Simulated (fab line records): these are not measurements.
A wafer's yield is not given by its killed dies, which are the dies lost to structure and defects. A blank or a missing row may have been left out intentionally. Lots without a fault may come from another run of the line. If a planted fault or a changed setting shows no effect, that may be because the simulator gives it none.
A struck lot beside a sound one | flow gf180mcu | 14 out of 602 route steps
Sound: the wafers L911.1, L911.2, L911.5. Wafers L915.1, L915.2, L915.3 were the ones struck. The cause is given at the end.
Each step with rows lists, per side, the tool, then ch with its chambers, then its first start. Under that, the readings that differ: sound wafers | struck wafers | difference of the means | sigmas: that difference in standard deviations of wafers without a fault.
alike: same words and numbers on both sides, and readings whose means sit less than 2 such deviations apart. not compared: any withheld reading, any reading some wafer has no value for, any bound like >300 that may hide the same value, and any number with overlapping values for which the record gives no deviation.
The two part at a step that has a row with sigmas, a row that says differs or no value, or rows on one side only. Numbers that have no deviation but don't overlap get no sigmas and don't part them. Lack of a reading on every wafer of one side parts them only where that side has two or more wafers.

GF_HV_LDD_CD_MEAS_46: the cd target is 400 nm.
  sound on cd-sem-01 at day 15 01:10; struck on cd-sem-02 at day 16 11:50
  reading    | sound             | struck            | difference | sigmas
  cd-nm (nm) | 396.7 395.4 394.9 | 402.7 403.0 401.8 | +6.8       | +3
GF_HV_LDD_OVL_MEAS_47:
  sound on overlay-01 at day 15 01:17; struck on overlay-02 at day 16 11:57
  alike: HV_LDD_03_OVL
then, 1 step without rows for these wafers: GF_HV_LDD_IMPLANT_48.
GF_HV_LDD_STRIP_49: strips in O2/N2.
  sound on plasma-asher-03 ch 0,1, day 15 01:28; struck on plasma-asher-03 ch 0,1, day 16 12:08
  alike: drypump-motor-current-A, heater-power-w, oes-product-au, strip-time-to-endpoint-s
  not compared: rf-hours-counter-h
GF_HV_LDD_TW_MEAS_50:
  sound on film-metro-02 at day 15 01:34; struck on film-metro-02 at day 16 12:14
  alike: HV_LDD_4_TW
then, 1 step without rows for these wafers: GF_HV_LDD_CLEAN_51 (cleans in SC1/SC2, time 150 s).
GF_HV_LDD_RTA_52: time 10 s.
  sound on rtp-anneal-01 ch 0, day 15 01:41; struck on rtp-anneal-01 ch 0, day 16 12:22
  alike: anneal-temp-c-max, lamp-power-pct, wafer_temp_C_max
GF_HV_LDD_RS_MEAS_53: the measuring method here is four-point-probe.
  sound on film-metro-01 at day 15 01:45; struck on film-metro-02 at day 16 12:26
  alike: HV_LDD_RS
then, 1 step without rows for these wafers: GF_HV_LDD_CVD_54 (deposits SiO2 from TEOS, target thk 10 nm, time 75 s).
GF_HV_LDD_THK_MEAS_55:
  sound on film-metro-02 at day 15 02:53; struck on film-metro-01 at day 16 13:34
  alike: HV_LDD_CVD_54_THK
then, 1 step without rows for these wafers: GF_HV_LDD_CVD_56 (deposits Si3N4 from DCS/NH3, target thk 90 nm, time 1543 s).
GF_HV_LDD_THK_MEAS_57:
  sound on film-metro-01 at day 15 04:29; struck on film-metro-04 at day 16 15:04
  alike: HV_LDD_CVD_56_THK
GF_HV_LDD_ETCHBACK_58: etches Si3N4 in CH3F/O2, stops on SiO2, time 100 s, target depth 90 nm.
  sound on rie-diel-01 ch 1,2,3, day 15 04:32; struck on rie-diel-01 ch 1,2,3, day 16 15:07
  reading                                 | sound                | struck               | difference | sigmas
  oes-product-au (a.u.)                   | 0.839 0.832 0.831    | 1.011 0.991 0.996    | +0.165     | +24
  run-length-s (s)                        | 129.0 128.0 128.7    | 79.2 79.6 79.8       | -49.0      | -99 or more
  throttle-valve-pct (%)                  | 10.560 10.548 10.562 | 10.567 10.590 10.593 | +0.027     | +3
  model.etch.depth-nm (nm)                | 88.9 88.46 88.36     | 61.36 59.21 60.66    | -28.16     |
  model.SiO2_of_HV_LDD_CVD_54.thk-nm (nm) | 7.691 7.825 7.564    | 8.729 8.736 8.704    | +1.030     |
  alike: drypump-motor-current-A
  not compared: rf-hours-counter-h
-- the record jumps here: 16 days lie between the struck wafers' starts before and after (it left off in module HV_LDD and takes up again in module PASSIVATION, whose first step shown is number 602 of the route) --
GF_PASSIVATION_PROBE_99:
  the record has rows for the struck wafers here (prober-02, day 32 11:39) and none for the sound ones

== WHERE THEY PART ==
At GF_HV_LDD_CD_MEAS_46 first; at GF_PASSIVATION_PROBE_99 last (within this record only).

WHY: what the simulator had put in
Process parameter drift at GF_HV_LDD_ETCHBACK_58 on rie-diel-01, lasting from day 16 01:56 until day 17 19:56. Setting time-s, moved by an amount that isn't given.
